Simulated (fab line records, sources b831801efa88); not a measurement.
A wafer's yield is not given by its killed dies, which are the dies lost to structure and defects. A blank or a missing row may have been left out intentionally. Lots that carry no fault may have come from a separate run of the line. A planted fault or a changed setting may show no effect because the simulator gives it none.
Which tool is to blame? + flow gf180mcu + 12 lots with 36 wafers sampled at 5 steps, on a route of 602 steps

WHAT THE GAUGES READ, wafer by wafer
GF_CONTACT_RS_MEAS_25: a four-point-probe measurement.
| lot  | measured     | on            | CONTACT_W_RS (ohm/sq) |
|------|--------------|---------------|-----------------------|
| L964 | day 16 08:57 | film-metro-01 | 0.371 0.377 0.377     |
| L965 | day 16 16:25 | film-metro-04 | 0.378 0.382 0.383     |
| L966 | day 17 05:56 | film-metro-02 | 0.380 0.382 0.378     |
| L967 | day 17 06:20 | film-metro-01 | 0.380 0.381 0.383     |
| L969 | day 18 04:43 | film-metro-04 | 43.946 43.137 43.801  |
| L970 | day 18 09:11 | film-metro-01 | 43.640 43.849 43.641  |
| L971 | day 18 21:25 | film-metro-02 | 0.383 0.380 0.381     |
| L980 | day 22 02:34 | film-metro-01 | 0.386 0.386 0.389     |
| L984 | day 23 08:40 | film-metro-01 | 0.381 0.379 0.386     |
| L985 | day 23 16:30 | film-metro-01 | 0.386 0.386 0.391     |
| L986 | day 23 17:43 | film-metro-02 | 0.389 0.388 0.386     |
| L987 | day 24 00:17 | film-metro-04 | 0.377 0.382 0.377     |

GF_CONTACT_THK_MEAS_26: measures by xrf.
| lot  | measured     | on            | CONTACT_W_THK (nm) |
|------|--------------|---------------|--------------------|
| L964 | day 16 09:03 | film-metro-01 | 309 305 303        |
| L965 | day 16 16:31 | film-metro-04 | 307 303 305        |
| L966 | day 17 06:04 | film-metro-02 | 298 296 301        |
| L967 | day 17 06:26 | film-metro-01 | 308 307 305        |
| L969 | day 18 04:49 | film-metro-04 | <0 <0 <0           |
| L970 | day 18 09:19 | film-metro-01 | <0 <0 <0           |
| L971 | day 18 21:32 | film-metro-02 | 298 300 300        |
| L980 | day 22 02:41 | film-metro-01 | 299 298 298        |
| L984 | day 23 08:47 | film-metro-01 | 305 304 300        |
| L985 | day 23 16:35 | film-metro-01 | 299 299 294        |
| L986 | day 23 17:50 | film-metro-02 | 295 294 298        |
| L987 | day 24 00:23 | film-metro-04 | 309 305 309        |

EACH LOT AND THE TOOL THAT RAN IT (in order: tool; ch and the chambers of the sampled wafers; start)
| lot  | GF_SALICIDE_RTA_08               | GF_CONTACT_ETCH_16                 | GF_CONTACT_CVD_24             |
|------|----------------------------------|------------------------------------|-------------------------------|
| L964 | rtp-anneal-01 ch 0, day 15 08:53 | rie-diel-01 ch 1,2,3, day 16 08:14 | cvd-w-02 ch 0,1, day 16 08:50 |
| L965 | rtp-anneal-02 ch 0, day 15 16:48 | rie-diel-01 ch 0,1,2, day 16 15:43 | cvd-w-02 ch 0,1, day 16 16:17 |
| L966 | rtp-anneal-02 ch 0, day 16 05:40 | rie-diel-04 ch 0,2,3, day 17 05:16 | cvd-w-02 ch 0,1, day 17 05:50 |
| L967 | rtp-anneal-02 ch 0, day 16 06:06 | rie-diel-03 ch 1,2, day 17 05:37   | cvd-w-02 ch 0,1, day 17 06:13 |
| L969 | rtp-anneal-01 ch 0, day 17 03:35 | rie-diel-03 ch 2,3, day 18 04:01   | cvd-w-01 ch 0,1, day 18 04:37 |
| L970 | rtp-anneal-01 ch 0, day 17 08:34 | rie-diel-01 ch 0,3, day 18 08:26   | cvd-w-01 ch 0,1, day 18 09:05 |
| L971 | rtp-anneal-02 ch 0, day 17 20:01 | rie-diel-03 ch 0,1,3, day 18 20:44 | cvd-w-02 ch 0,1, day 18 21:19 |
| L980 | rtp-anneal-02 ch 0, day 21 01:40 | rie-diel-01 ch 0,2, day 22 01:53   | cvd-w-01 ch 0,1, day 22 02:28 |
| L984 | rtp-anneal-01 ch 0, day 22 06:41 | rie-diel-03 ch 0,1, day 23 07:47   | cvd-w-01 ch 1, day 23 08:31   |
| L985 | rtp-anneal-02 ch 0, day 22 18:03 | rie-diel-03 ch 0,1,3, day 23 15:41 | cvd-w-01 ch 0,1, day 23 16:21 |
| L986 | rtp-anneal-01 ch 0, day 22 19:34 | rie-diel-03 ch 0,1,2, day 23 17:04 | cvd-w-01 ch 0,1, day 23 17:37 |
| L987 | rtp-anneal-01 ch 0, day 23 00:25 | rie-diel-04 ch 1,2,3, day 23 23:35 | cvd-w-01 ch 0,1, day 24 00:11 |
- GF_SALICIDE_RTA_08: time 30 s.
- GF_CONTACT_ETCH_16: etches BARC in N2/H2.
- GF_CONTACT_CVD_24: deposits W, target thk 300 nm, time 90.339 s.

WHAT THE TOOLS THEMSELVES READ (means of the sampled wafers that have a number; where no wafer has one, the mark that the record gives instead)
GF_SALICIDE_RTA_08.
| lot  | tool          | lamp-power-pct (%) | wafer_temp_C_max |
|------|---------------|--------------------|------------------|
| L964 | rtp-anneal-01 | 16.4               | 802.4            |
| L965 | rtp-anneal-02 | 20.3               | 802.7            |
| L966 | rtp-anneal-02 | 20.3               | 802.5            |
| L967 | rtp-anneal-02 | 20.3               | 803.1            |
| L969 | rtp-anneal-01 | 16.4               | 802.5            |
| L970 | rtp-anneal-01 | 16.4               | 802.7            |
| L971 | rtp-anneal-02 | 20.3               | 802.9            |
| L980 | rtp-anneal-02 | 20.3               | 803.4            |
| L984 | rtp-anneal-01 | 16.4               | 803.3            |
| L985 | rtp-anneal-02 | 20.3               | 803.3            |
| L986 | rtp-anneal-01 | 16.4               | 802.8            |
| L987 | rtp-anneal-01 | 16.4               | 802.7            |

GF_CONTACT_ETCH_16.
| lot  | tool        | bias-w (W) | drypump-motor-current-A (A) | oes-product-au (a.u.) | throttle-valve-pct (%) |
|------|-------------|------------|-----------------------------|-----------------------|------------------------|
| L964 | rie-diel-01 | 100.0      | 5.3                         | 0.852                 | 13.220                 |
| L965 | rie-diel-01 | 100.1      | 5.7                         | 0.856                 | 13.223                 |
| L966 | rie-diel-04 | 99.9       | 5.6                         | 0.857                 | 13.225                 |
| L967 | rie-diel-03 | 100.0      | 5.9                         | 0.863                 | 13.226                 |
| L969 | rie-diel-03 | 100.1      | 5.3                         | 0.854                 | 13.228                 |
| L970 | rie-diel-01 | 99.9       | 5.5                         | 0.855                 | 13.226                 |
| L971 | rie-diel-03 | 99.9       | 5.7                         | 0.858                 | 13.227                 |
| L980 | rie-diel-01 | 99.8       | 6.2                         | 0.851                 | 13.227                 |
| L984 | rie-diel-03 | 99.5       | 6.0                         | 0.855                 | 13.226                 |
| L985 | rie-diel-03 | 100.0      | 5.7                         | 0.859                 | 13.222                 |
| L986 | rie-diel-03 | 99.8       | 5.7                         | 0.856                 | 13.226                 |
| L987 | rie-diel-04 | 100.0      | 5.8                         | 0.852                 | 13.219                 |

GF_CONTACT_CVD_24.
| lot  | tool     | chamber-pressure-Torr (Torr) | heater-power-outer-w (W) | heater-power-w (W) |
|------|----------|------------------------------|--------------------------|--------------------|
| L964 | cvd-w-02 | 40.11                        | 539                      | 861                |
| L965 | cvd-w-02 | 39.97                        | 571                      | 896                |
| L966 | cvd-w-02 | 39.94                        | 572                      | 897                |
| L967 | cvd-w-02 | 40.05                        | 563                      | 904                |
| L969 | cvd-w-01 | -                            | -                        | -                  |
| L970 | cvd-w-01 | -                            | -                        | -                  |
| L971 | cvd-w-02 | 39.95                        | 569                      | 901                |
| L980 | cvd-w-01 | 40.07                        | 535                      | 859                |
| L984 | cvd-w-01 | 40.07                        | 507                      | 802                |
| L985 | cvd-w-01 | 39.97                        | 536                      | 858                |
| L986 | cvd-w-01 | 39.94                        | 576                      | 912                |
| L987 | cvd-w-01 | 39.94                        | 549                      | 859                |

THE ANSWER, worked out from the rows above alone
Rule: the usual values come from the lots themselves. The widest of any qualifying gaps counts: lots, ordered by their means at a reading, are off when they make up no more than a third of the lots, leave a main group of 4 or more, and stand apart from it by 3 or more times the standard deviation of that group's means. A main group whose means are all the same, to the digits that the tables above print for the reading, isn't used. A lot without any number at a reading at which 4 lots or more have one is off too. Where the step has rows for the other lots, those lots are counted as sound. Order of review: gauges by route order, followed by the tools' own readings, for which a lot's mean as printed above is used. The first step at which some lot is off is used, and at that step the reading that is off furthest; a lot without a number counts as furthest.
Off: L969, L970, seen at GF_CONTACT_RS_MEAS_25 (CONTACT_W_RS). The main group: mean 0.382 ohm/sq, standard deviation 0.0039.
If a tool, at a process step before that reading, ran all the lots that are off and no sound lot after the first of them, it fits. The gauges at GF_CONTACT_RS_MEAS_25 aren't tried: what is off there is off at GF_CONTACT_CVD_24 too, on other tools, and a gauge's error can't cause that. Of those tried, none fits.

WHAT HAD BEEN PUT IN BY THE SIMULATOR
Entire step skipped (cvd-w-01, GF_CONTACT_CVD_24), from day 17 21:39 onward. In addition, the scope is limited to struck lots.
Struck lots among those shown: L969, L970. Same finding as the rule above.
